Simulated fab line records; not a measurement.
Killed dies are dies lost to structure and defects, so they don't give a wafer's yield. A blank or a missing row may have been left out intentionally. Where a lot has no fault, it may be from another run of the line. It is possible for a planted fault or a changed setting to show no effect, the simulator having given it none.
fab line records    flow sky130
record lots=11  wafers=33  last-day=49
route steps=708 shown VT_ADJUST_LVTN@106 GATE_OXIDE@200 POLY_CUT@312 LOCAL_INTERCONNECT@400
lots with no fault: from the same line, run without faults
start-h: start of the lot's first displayed wafer, in hours after the record's first day    wait-h: hours elapsed since this lot's preceding step    " same as the row above    L1.1+2: several wafers, shown together as one row    - no value, or no start was given    * or withheld: withheld    < > ~ a bound
route shown NAME@n: a module of which the file shows steps, and the number in the route of the first    usual: mean/standard deviation of fault-free wafers    same: alike in all rows    chamber/n: place in a boat    sites: the reading at each site    _std_site: the standard deviation of these    _edge_site: outer sites' mean less inner sites'    radius-mm: how far each site lies from the wafer's centre    mask NAME#n: copy n    behind: the tool/chamber that last shaped the wafer    hold: why the lot went on hold/how many hours it stayed there/how the hold came to an end    device: which transistor (n, p or np) failed to switch    end of line: the route-end tests of the same wafers    a step given without rows: its recipe and nothing more    killed: at the first sort, the dies lost to defects and structure; wafer yield is something else    map: per-die view of a wafer (x killed, . not killed, _ where there is no die)
set.NAME: the setting as run; set.NAME@STEP: as run at that earlier step    model.NAME: the simulator's own value behind a step, which no gauge read
route steps across a sampled set of lots; one table per step, one row per wafer
services: from which hour (start-h, from the record's first day; less than 0 if before it) a tool's chamber was out of use, for how many hours, and why
## steps
# step SKY_VT_ADJUST_LVTN_STRIP_09
# recipe chemistry=O2/N2  power-w=1400  pressure-mtorr=1500  platen-temp-c=withheld  o2-flow-sccm=3000  n2-flow-sccm=300  overash-fraction=0.5
# usual drypump-motor-current-A=6.06/0.19  oes-product-au=0.723/0.0049  strip-time-to-endpoint-s=36.89/0.1
lot.wafer  tool             chamber  start-h  wait-h  drypump-motor-current-A  oes-product-au  rf-hours-counter-h  strip-time-to-endpoint-s
L687.1     plasma-asher-02  1        139.31   0.1     6.25                     0.727           46                  36.76
L687.2     "                0        "        "       6.02                     0.729           46                  36.85
L687.3     "                1        "        "       6.25                     0.725           -                   36.72
L690.2     plasma-asher-04  0        159.08   0.1     6.10                     0.720           4                   36.87
L690.3     "                0        "        "       6.07                     0.714           -                   36.83
L690.4     "                1        "        "       5.65                     0.724           -                   36.85
L691.1     plasma-asher-01  0        169.95   0.1     6.15                     0.725           34                  37.01
L691.3     "                0        "        "       6.18                     0.720           -                   36.93
L691.6     "                1        "        "       6.20                     0.720           -                   37.03
L692.3     plasma-asher-01  0        175.66   0.1     6.20                     0.718           -                   36.78
L692.4     "                1        "        "       6.20                     0.724           -                   36.72
L692.6     "                1        "        "       6.21                     0.720           -                   36.69
L695.4     plasma-asher-02  0        192.03   0.1     6.01                     0.722           -                   36.95
L695.5     "                1        "        "       6.24                     0.723           -                   36.95
L695.6     "                0        "        "       6.01                     0.716           -                   36.87
L696.2     plasma-asher-02  1        197.65   0.1     6.26                     0.728           52                  36.99
L696.3     "                1        "        "       6.26                     0.721           -                   36.95
L696.5     "                1        "        "       6.27                     0.730           -                   37.02
L697.2     plasma-asher-04  1        204.88   0.1     5.67                     0.722           9                   36.99
L697.3     "                0        "        "       6.09                     0.730           -                   37.04
L697.5     "                0        "        "       6.08                     0.724           -                   37.05
L699.2     plasma-asher-02  0        226.28   0.1     6.02                     0.715           55                  36.91
L699.3     "                1        "        "       6.24                     0.718           -                   36.88
L699.4     "                0        "        "       6.03                     0.722           -                   36.87
L705.1     plasma-asher-04  1        263.98   0.1     5.66                     0.736           14                  37.03
L705.4     "                0        "        "       6.09                     0.722           -                   37.00
L705.5     "                0        "        "       6.06                     0.719           -                   37.04
L706.3     plasma-asher-01  0        267.85   0.1     6.10                     0.719           -                   36.93
L706.4     "                1        "        "       6.24                     0.726           -                   36.95
L706.5     "                1        "        "       6.25                     0.730           -                   36.94
L707.1     plasma-asher-04  0        272.33   0.1     6.07                     0.732           15                  36.81
L707.3     "                0        "        "       6.05                     0.724           -                   36.78
L707.6     "                1        "        "       5.65                     0.733           -                   36.88
# step SKY_GATE_OXIDE_STRIP_13
# recipe chemistry=O2/N2  power-w=1400  pressure-mtorr=1500  platen-temp-c=withheld  o2-flow-sccm=3000  n2-flow-sccm=300  overash-fraction=0.5
# usual drypump-motor-current-A=5.91/0.28  oes-product-au=0.715/0.0044  strip-time-to-endpoint-s=14.16/0.034
lot.wafer  tool             chamber  start-h  wait-h  drypump-motor-current-A  oes-product-au  rf-hours-counter-h  strip-time-to-endpoint-s
L687.1     plasma-asher-03  1        307.73   0.0     5.53                     0.718           62                  14.11
L687.2     "                0        "        "       6.19                     0.718           62                  14.13
L687.3     "                0        "        "       6.18                     0.709           -                   14.12
L690.2     plasma-asher-03  1        331.32   0.0     5.51                     0.719           64                  14.16
L690.3     "                1        "        "       5.50                     0.708           -                   14.13
L690.4     "                0        "        "       6.18                     0.719           -                   14.13
L691.1     plasma-asher-01  1        346.97   0.0     6.26                     0.713           51                  14.19
L691.3     "                0        "        "       6.22                     0.710           -                   14.14
L691.6     "                0        "        "       6.20                     0.714           -                   14.18
L692.3     plasma-asher-03  0        357.45   0.0     6.14                     0.702           -                   14.20
L692.4     "                1        "        "       5.51                     0.719           -                   14.19
L692.6     "                1        "        "       5.49                     0.715           -                   14.26
L695.4     plasma-asher-01  1        371.44   0.0     6.22                     0.709           -                   14.17
L695.5     "                0        "        "       6.14                     0.713           -                   14.19
L695.6     "                1        "        "       6.23                     0.715           -                   14.15
L696.2     plasma-asher-04  0        382.06   0.0     6.06                     0.709           25                  14.20
L696.3     "                1        "        "       5.70                     0.720           -                   14.21
L696.5     "                0        "        "       6.08                     0.719           -                   14.17
L697.2     plasma-asher-04  1        387.31   0.0     5.69                     0.718           26                  14.19
L697.3     "                1        "        "       5.66                     0.718           -                   14.18
L697.5     "                0        "        "       6.08                     0.718           -                   14.22
L699.2     plasma-asher-04  1        415.91   0.0     5.66                     0.721           28                  14.12
L699.3     "                0        "        "       6.06                     0.706           -                   14.13
L699.4     "                1        "        "       5.66                     0.715           -                   14.17
L705.1     plasma-asher-03  1        462.16   0.0     5.50                     0.719           3                   14.20
L705.4     "                0        "        "       6.15                     0.716           -                   14.21
L705.5     "                1        "        "       5.51                     0.711           -                   14.24
L706.3     plasma-asher-03  1        469.80   0.0     5.50                     0.715           -                   14.12
L706.4     "                0        "        "       6.16                     0.720           -                   14.18
L706.5     "                0        "        "       6.15                     0.717           -                   14.11
L707.1     plasma-asher-03  0        472.41   0.0     6.13                     0.718           4                   14.10
L707.3     "                1        "        "       5.50                     0.715           -                   14.12
L707.6     "                0        "        "       6.12                     0.717           -                   14.14
# step SKY_POLY_CUT_EXPOSE_05
# recipe mask-id=NPCM  na=0.8  source-shape=annular  sigma-inner=0.55  sigma-outer=0.85  target-cd-nm=270  dose-mj=32
# usual focus-offset-nm=0.0/0.54
lot.wafer  tool            chamber  start-h  wait-h  mask    focus-offset-nm
L687.1     krf-scanner-01  0        543.10   -       NPCM#0  -0.6
L687.2     "               0        "        "       NPCM#0  0.7
L687.3     "               0        "        "       NPCM#0  0.0
L690.2     krf-scanner-02  0        568.47   -       NPCM#0  -0.6
L690.3     "               0        "        "       NPCM#0  -0.5
L690.4     "               0        "        "       NPCM#0  -1.2
L691.1     krf-scanner-02  0        585.90   -       NPCM#0  0.0
L691.3     "               0        "        "       NPCM#0  0.7
L691.6     "               0        "        "       NPCM#0  0.1
L692.3     krf-scanner-01  0        594.98   -       NPCM#0  0.3
L692.4     "               0        "        "       NPCM#0  -0.2
L692.6     "               0        "        "       NPCM#0  0.0
L695.4     krf-scanner-01  0        608.18   -       NPCM#0  0.4
L695.5     "               0        "        "       NPCM#0  -0.3
L695.6     "               0        "        "       NPCM#0  -0.3
L696.2     krf-scanner-02  0        619.52   -       NPCM#0  0.8
L696.3     "               0        "        "       NPCM#0  -0.3
L696.5     "               0        "        "       NPCM#0  -0.4
L697.2     krf-scanner-02  0        622.58   -       NPCM#0  -0.3
L697.3     "               0        "        "       NPCM#0  -0.3
L697.5     "               0        "        "       NPCM#0  -0.6
L699.2     krf-scanner-01  0        651.30   -       NPCM#0  0.6
L699.3     "               0        "        "       NPCM#0  -0.4
L699.4     "               0        "        "       NPCM#0  0.4
L705.1     krf-scanner-02  0        693.48   -       NPCM#0  -0.8
L705.4     "               0        "        "       NPCM#0  0.1
L705.5     "               0        "        "       NPCM#0  0.8
L706.3     krf-scanner-02  0        701.71   -       NPCM#0  -0.2
L706.4     "               0        "        "       NPCM#0  -0.2
L706.5     "               0        "        "       NPCM#0  -0.9
L707.1     krf-scanner-01  0        705.88   -       NPCM#0  0.5
L707.3     "               0        "        "       NPCM#0  0.3
L707.6     "               0        "        "       NPCM#0  0.5
# step SKY_POLY_CUT_CD_MEAS_08
# recipe target-cd-nm=270
# usual cd-nm=270.3/1.4
lot.wafer  tool       chamber  start-h  wait-h  cd-nm
L687.1     cd-sem-01  -        557.97   -       268.1
L687.2     "          -        "        "       268.8
L687.3     "          -        "        "       268.2
L690.2     cd-sem-01  -        583.48   -       269.4
L690.3     "          -        "        "       269.6
L690.4     "          -        "        "       268.2
L691.1     cd-sem-01  -        600.03   -       270.3
L691.3     "          -        "        "       269.8
L691.6     "          -        "        "       270.4
L692.3     cd-sem-02  -        609.40   -       269.7
L692.4     "          -        "        "       269.4
L692.6     "          -        "        "       270.6
L695.4     cd-sem-02  -        622.97   -       270.9
L695.5     "          -        "        "       271.0
L695.6     "          -        "        "       271.1
L696.2     cd-sem-01  -        633.85   -       270.5
L696.3     "          -        "        "       270.2
L696.5     "          -        "        "       269.9
L697.2     cd-sem-01  -        636.09   -       267.3
L697.3     "          -        "        "       269.0
L697.5     "          -        "        "       268.9
L699.2     cd-sem-02  -        665.75   -       270.5
L699.3     "          -        "        "       269.1
L699.4     "          -        "        "       271.4
L705.1     cd-sem-01  -        707.47   -       269.5
L705.4     "          -        "        "       269.7
L705.5     "          -        "        "       267.8
L706.3     cd-sem-01  -        715.01   -       271.1
L706.4     "          -        "        "       269.9
L706.5     "          -        "        "       270.7
L707.1     cd-sem-02  -        719.61   -       268.9
L707.3     "          -        "        "       256.2
L707.6     "          -        "        "       268.6
# step SKY_LOCAL_INTERCONNECT_ETCH_13
# recipe chemistry=N2/H2  target=BARC  ion-energy-ev=200  bias-w=100  pressure-mtorr=30  n2-flow-sccm=100  h2-flow-sccm=200  icp-w=500  stop-on=SiO2  time-s=45.9  target-depth-a=600
# usual drypump-motor-current-A=5.8/0.37  h2-flow-sccm=199.9/0.63  oes-product-au=0.855/0.0047  rf-fwd-power-W=494.8/2.4  throttle-valve-pct=13.224/0.0089
lot.wafer  tool          chamber  start-h  wait-h  drypump-motor-current-A  h2-flow-sccm  oes-product-au  rf-fwd-power-W  rf-hours-counter-h  throttle-valve-pct
L687.1     rie-metal-03  0        706.78   0.0     6.5                      200.1         0.852           494.4           14                  13.215
L687.2     "             1        "        "       6.0                      199.8         0.850           496.6           2                   13.206
L687.3     "             1        "        "       6.0                      199.2         0.858           496.3           -                   13.230
L690.2     rie-metal-02  1        730.83   0.0     5.3                      201.2         0.850           493.5           14                  13.213
L690.3     "             0        "        "       5.8                      199.1         0.860           488.5           -                   13.227
L690.4     "             1        "        "       5.3                      199.7         0.853           493.6           -                   13.226
L691.1     rie-metal-04  1        747.73   0.0     5.5                      199.2         0.852           493.0           12                  13.240
L691.3     "             1        "        "       5.5                      199.8         0.858           496.1           -                   13.232
L691.6     "             0        "        "       5.5                      199.5         0.849           496.5           -                   13.238
L692.3     rie-metal-03  1        754.47   0.0     6.0                      199.7         0.860           491.9           -                   13.223
L692.4     "             0        "        "       6.5                      200.7         0.864           495.1           -                   13.221
L692.6     "             0        "        "       6.5                      200.8         0.862           496.1           -                   13.225
L695.4     rie-metal-03  1        767.04   0.1     6.0                      200.4         0.852           493.3           -                   13.241
L695.5     "             1        "        "       6.0                      199.5         0.853           493.1           -                   13.221
L695.6     "             1        "        "       6.0                      199.3         0.857           493.2           -                   13.223
L696.2     rie-metal-02  1        777.44   0.0     5.3                      199.0         0.853           493.4           0                   13.217
L696.3     "             0        "        "       5.7                      200.6         0.848           490.0           -                   13.235
L696.5     "             0        "        "       5.7                      198.9         0.845           492.7           -                   13.225
L697.2     rie-metal-02  0        779.19   0.0     5.8                      200.0         0.849           493.1           10                  13.210
L697.3     "             0        "        "       5.8                      199.5         0.856           491.8           -                   13.214
L697.5     "             1        "        "       5.3                      199.8         0.852           492.4           -                   13.237
L699.2     rie-metal-02  0        807.15   0.0     5.8                      201.2         0.857           491.2           11                  13.218
L699.3     "             0        "        "       5.8                      201.9         0.850           491.1           -                   13.222
L699.4     "             1        "        "       5.3                      200.3         0.862           491.0           -                   13.236
L705.1     rie-metal-03  1        846.68   0.0     6.0                      199.5         0.855           494.6           8                   13.226
L705.4     "             0        "        "       6.5                      199.2         0.855           495.1           -                   13.206
L705.5     "             1        "        "       6.0                      199.6         0.859           494.1           -                   13.238
L706.3     rie-metal-04  1        853.07   0.0     5.5                      200.3         0.853           495.5           -                   13.226
L706.4     "             0        "        "       5.5                      200.2         0.851           496.7           -                   13.221
L706.5     "             0        "        "       5.5                      199.6         0.863           494.5           -                   13.231
L707.1     rie-metal-04  1        858.63   0.0     5.5                      201.1         0.864           495.8           17                  13.217
L707.3     "             1        "        "       5.5                      201.1         0.854           495.2           -                   13.216
L707.6     "             1        "        "       5.5                      200.6         0.859           493.8           -                   13.237
## services
tool             chamber  start-h  hours  kind
krf-scanner-02   -        124.08   1.3    pm
krf-scanner-02   -        126.26   0.3    repair
krf-scanner-02   -        138.78   0.8    pm
plasma-asher-03  -        141.95   10.9   repair
plasma-asher-04  -        144.42   1.5    repair
krf-scanner-02   -        161.52   1.5    pm
krf-scanner-02   -        163.33   3.6    repair
krf-scanner-02   -        170.56   1.0    pm
plasma-asher-03  -        179.16   2.8    pm
plasma-asher-03  -        225.74   1.0    repair
plasma-asher-04  -        241.70   0.8    repair
plasma-asher-04  -        244.04   2.2    repair
krf-scanner-02   -        299.98   1.3    pm
plasma-asher-04  -        303.07   7.8    repair
krf-scanner-02   -        306.18   0.6    repair
krf-scanner-02   -        307.58   0.8    pm
krf-scanner-02   -        339.56   1.0    pm
plasma-asher-03  -        421.25   9.0    pm
plasma-asher-03  -        432.13   0.4    repair
krf-scanner-02   -        475.88   1.3    pm
krf-scanner-02   -        477.18   0.8    pm
krf-scanner-02   -        508.56   1.0    pm
plasma-asher-04  -        574.13   7.3    pm
plasma-asher-04  -        848.80   3.8    repair
## key
first-sign step=SKY_POLY_CUT_CD_MEAS_08  reading=cd-nm  direction=down  sigmas=10  usual=270.3  struck=256.2
effect none on later readings
met-at SKY_POLY_CUT_EXPOSE_05
struck-lots L707
struck-wafers L707.3
tester-left-out L707
not-acting-at SKY_VT_ADJUST_LVTN_STRIP_09,SKY_GATE_OXIDE_STRIP_13,SKY_LOCAL_INTERCONNECT_ETCH_13
onset-between 651.30 705.88
fault kind=process-parameter-drift  tool=krf-scanner-01  chamber=-  onset-h=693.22  steps=SKY_POLY_CUT_EXPOSE_05  channel=focus-nm  offset=429.33  shape=step  end-h=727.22  scope=struck-wafers-only
# tester-left-out: of these lots the tester's yield and bins aren't shown, on N5 and GAA mostly nor the transistor test; their killed dies are dies lost to structure and defects alone, not to doping, threshold or leakage, so they don't give the yield
